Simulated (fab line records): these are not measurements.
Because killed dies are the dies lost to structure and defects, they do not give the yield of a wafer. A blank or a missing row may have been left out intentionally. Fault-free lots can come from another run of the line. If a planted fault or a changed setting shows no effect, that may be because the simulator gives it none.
The tool behind it: which one? / flow gf180mcu / 35 wafers from 12 lots sampled at 5 of the route's 602 steps

== WHAT THE GAUGES READ, wafer by wafer ==
GF_V3_BOW_MEAS_05. Usual: V3_BOW typically reads 117 um, with standard deviation 7.9.
lot=L428; measured=day 21 04:47; on=film metro-01; V3_BOW (um)=120 122 125; flag=
lot=L429; measured=day 22 07:56; on=film metro-04; V3_BOW (um)=128 108 121; flag=
lot=L433; measured=day 23 04:12; on=film metro-02; V3_BOW (um)=109 111 125; flag=
lot=L434; measured=day 23 11:06; on=film metro-01; V3_BOW (um)=118 119 118; flag=
lot=L435; measured=day 24 02:16; on=film metro-02; V3_BOW (um)=103 94 110; flag=
lot=L436; measured=day 24 08:56; on=film metro-04; V3_BOW (um)=122 109 113; flag=
lot=L437; measured=day 24 15:07; on=film metro-01; V3_BOW (um)=123 125 118; flag=
lot=L440; measured=day 25 15:03; on=film metro-04; V3_BOW (um)=115 113 120; flag=
lot=L446; measured=day 27 15:39; on=film metro-04; V3_BOW (um)=133 128 123; flag=
lot=L447; measured=day 28 01:29; on=film metro-01; V3_BOW (um)=118 111; flag=
lot=L449; measured=day 28 06:28; on=film metro-01; V3_BOW (um)=119 118 120; flag=
lot=L450; measured=day 28 10:59; on=film metro-01; V3_BOW (um)=110 113 121; flag=

GF_M4_RS_MEAS_05: measures by four-point-probe. Usual: M4_ALCU_RS typically reads 0.0698 ohm/sq, with standard deviation 0.0007.
lot=L428; measured=day 22 06:01; on=film metro-04; M4_ALCU_RS (ohm/sq)=0.0687 0.0691 0.0692; flag=
lot=L429; measured=day 23 08:52; on=film metro-04; M4_ALCU_RS (ohm/sq)=0.0695 0.0689 0.0700; flag=
lot=L433; measured=day 24 04:08; on=film metro-02; M4_ALCU_RS (ohm/sq)=0.0702 0.0699 0.0687; flag=
lot=L434; measured=day 24 11:16; on=film metro-04; M4_ALCU_RS (ohm/sq)=0.0696 0.0703 0.0693; flag=
lot=L435; measured=day 25 02:20; on=film metro-02; M4_ALCU_RS (ohm/sq)=0.0707 0.0710 0.0708; flag=
lot=L436; measured=day 25 08:18; on=film metro-03; M4_ALCU_RS (ohm/sq)=0.0709 0.0701 0.0707; flag=
lot=L437; measured=day 25 14:27; on=film metro-03; M4_ALCU_RS (ohm/sq)=0.0687 0.0693 0.0702; flag=
lot=L440; measured=day 26 13:43; on=film metro-02; M4_ALCU_RS (ohm/sq)=0.0709 0.0705 0.0702; flag=
lot=L446; measured=day 28 13:48; on=film metro-02; M4_ALCU_RS (ohm/sq)=0.0685 0.0695 0.0684; flag=
lot=L447; measured=day 28 22:34; on=film metro-03; M4_ALCU_RS (ohm/sq)=0.0697 0.0692; flag=
lot=L449; measured=day 29 03:47; on=film metro-03; M4_ALCU_RS (ohm/sq)=0.0712 0.0702 0.0704; flag=
lot=L450; measured=day 29 07:37; on=film metro-04; M4_ALCU_RS (ohm/sq)=0.0685 0.0688 0.0682; flag=

GF_V4_THK_MEAS_03. Usual: V4_CVD_02_THK typically reads 849 nm, with standard deviation 9.8.
lot=L428; measured=day 23 05:54; on=film metro-02; V4_CVD_02_THK (nm)=847 830 856; flag=
lot=L429; measured=day 24 08:08; on=film metro-01; V4_CVD_02_THK (nm)=850 859 851; flag=
lot=L433; measured=day 25 03:04; on=film metro-03; V4_CVD_02_THK (nm)=838 854 849; flag=
lot=L434; measured=day 25 09:25; on=film metro-01; V4_CVD_02_THK (nm)=838 857 850; flag=
lot=L435; measured=day 26 01:01; on=film metro-02; V4_CVD_02_THK (nm)=854 872 871; flag=
lot=L436; measured=day 26 06:26; on=film metro-03; V4_CVD_02_THK (nm)=852 857 860; flag=
lot=L437; measured=day 26 11:51; on=film metro-02; V4_CVD_02_THK (nm)=842 850 854; flag=
lot=L440; measured=day 27 11:22; on=film metro-02; V4_CVD_02_THK (nm)=835 843 849; flag=
lot=L446; measured=day 29 09:27; on=film metro-01; V4_CVD_02_THK (nm)=843 282 855; flag=OFF
lot=L447; measured=day 29 18:06; on=film metro-03; V4_CVD_02_THK (nm)=280 839; flag=OFF
lot=L449; measured=day 29 23:50; on=film metro-02; V4_CVD_02_THK (nm)=856 846 867; flag=
lot=L450; measured=day 30 03:04; on=film metro-03; V4_CVD_02_THK (nm)=821 830 834; flag=

== TOOL THAT RAN EACH LOT (tool first, then ch and the chambers of the sampled wafers, then the start) ==
lot=L428; GF_V3_SPUTTER_21=pvd sputter-01, day 22 05:07; GF_V4_CVD_02=pecvd-04 ch 1,2, day 23 05:50
lot=L429; GF_V3_SPUTTER_21=pvd sputter-02, day 23 07:55; GF_V4_CVD_02=pecvd-03 ch 0,2, day 24 08:04
lot=L433; GF_V3_SPUTTER_21=pvd sputter-04, day 24 03:13; GF_V4_CVD_02=pecvd-03 ch 0,2, day 25 02:59
lot=L434; GF_V3_SPUTTER_21=pvd sputter-01, day 24 10:19; GF_V4_CVD_02=pecvd-02 ch 0,2, day 25 09:18
lot=L435; GF_V3_SPUTTER_21=pvd sputter-02, day 25 01:25; GF_V4_CVD_02=pecvd-02 ch 1,2, day 26 00:56
lot=L436; GF_V3_SPUTTER_21=pvd sputter-04, day 25 07:23; GF_V4_CVD_02=pecvd-04 ch 0,1,2, day 26 06:22
lot=L437; GF_V3_SPUTTER_21=pvd sputter-01, day 25 13:31; GF_V4_CVD_02=pecvd-04 ch 0,1,2, day 26 11:47
lot=L440; GF_V3_SPUTTER_21=pvd sputter-04, day 26 12:49; GF_V4_CVD_02=pecvd-04 ch 0,1,2, day 27 11:17
lot=L446; GF_V3_SPUTTER_21=pvd sputter-04, day 28 12:34; GF_V4_CVD_02=pecvd-02 ch 0,1, day 29 09:22
lot=L447; GF_V3_SPUTTER_21=pvd sputter-04, day 28 21:37; GF_V4_CVD_02=pecvd-02 ch 0,1, day 29 18:01
lot=L449; GF_V3_SPUTTER_21=pvd sputter-02, day 29 02:52; GF_V4_CVD_02=pecvd-03 ch 0,2, day 29 23:46
lot=L450; GF_V3_SPUTTER_21=pvd sputter-01, day 29 06:41; GF_V4_CVD_02=pecvd-04 ch 0,1,2, day 30 02:59
- GF_V3_SPUTTER_21: material Ti, target thk 15 nm, time 80.02 s.
- GF_V4_CVD_02: deposits SiO2 from TEOS, target thk 850 nm, time 94.851 s.

== WHAT THE TOOLS THEMSELVES READ (means of the sampled wafers that have a number; where no wafer has one, the mark that the record gives instead) ==
GF_V3_SPUTTER_21. Usual: 30.1 % for throttle valve pct, sd 1.4.
lot=L428; tool=pvd sputter-01; throttle valve pct (%)=29.8; flag=
lot=L429; tool=pvd sputter-02; throttle valve pct (%)=31.5; flag=
lot=L433; tool=pvd sputter-04; throttle valve pct (%)=29.9; flag=
lot=L434; tool=pvd sputter-01; throttle valve pct (%)=29.5; flag=
lot=L435; tool=pvd sputter-02; throttle valve pct (%)=31.3; flag=
lot=L436; tool=pvd sputter-04; throttle valve pct (%)=30.5; flag=
lot=L437; tool=pvd sputter-01; throttle valve pct (%)=30.1; flag=
lot=L440; tool=pvd sputter-04; throttle valve pct (%)=29.3; flag=
lot=L446; tool=pvd sputter-04; throttle valve pct (%)=29.2; flag=
lot=L447; tool=pvd sputter-04; throttle valve pct (%)=30.0; flag=
lot=L449; tool=pvd sputter-02; throttle valve pct (%)=30.1; flag=
lot=L450; tool=pvd sputter-01; throttle valve pct (%)=29.6; flag=

GF_V4_CVD_02. Usual: heater power w 690 W, standard deviation 100; rf fwd power W 596.4 W, standard deviation 2.
lot=L428; tool=pecvd-04; heater power w (W)=695; rf fwd power W (W)=597.5; flag=
lot=L429; tool=pecvd-03; heater power w (W)=577; rf fwd power W (W)=596.3; flag=
lot=L433; tool=pecvd-03; heater power w (W)=644; rf fwd power W (W)=597.9; flag=
lot=L434; tool=pecvd-02; heater power w (W)=783; rf fwd power W (W)=595.2; flag=
lot=L435; tool=pecvd-02; heater power w (W)=679; rf fwd power W (W)=597.4; flag=
lot=L436; tool=pecvd-04; heater power w (W)=729; rf fwd power W (W)=597.0; flag=
lot=L437; tool=pecvd-04; heater power w (W)=758; rf fwd power W (W)=594.1; flag=
lot=L440; tool=pecvd-04; heater power w (W)=700; rf fwd power W (W)=596.0; flag=
lot=L446; tool=pecvd-02; heater power w (W)=589; rf fwd power W (W)=595.4; flag=
lot=L447; tool=pecvd-02; heater power w (W)=643; rf fwd power W (W)=594.2; flag=
lot=L449; tool=pecvd-03; heater power w (W)=640; rf fwd power W (W)=597.8; flag=
lot=L450; tool=pecvd-04; heater power w (W)=785; rf fwd power W (W)=596.8; flag=

== THE ANSWER, worked out from the rows above alone ==
Rule: a lot is off if the mean of its wafers that have a number lies more than 3 standard deviations from the usual mean. A lot without any number at a reading at which 4 lots or more have one is off too. The other lots that the step has rows for count as sound. The gauges are gone through in route order, then the tools' own readings, and for those a lot's mean is taken as printed above. At the first step where some lot is off, the reading lying furthest off is the one used; lots without a number count as furthest.
Off: L446, L447, at GF_V4_THK_MEAS_03 (V4_CVD_02_THK).
A tool fits if, at a process step before that reading, it ran every lot that is off, and no sound lot after the first of them. Gauges at GF_V4_THK_MEAS_03: tried the same way as those tools. 2 tools fit, pvd sputter-04 at GF_V3_SPUTTER_21 and pecvd-02 at GF_V4_CVD_02, so this cannot tell which one it is.

== WHAT THE SIMULATOR HAD INSERTED ==
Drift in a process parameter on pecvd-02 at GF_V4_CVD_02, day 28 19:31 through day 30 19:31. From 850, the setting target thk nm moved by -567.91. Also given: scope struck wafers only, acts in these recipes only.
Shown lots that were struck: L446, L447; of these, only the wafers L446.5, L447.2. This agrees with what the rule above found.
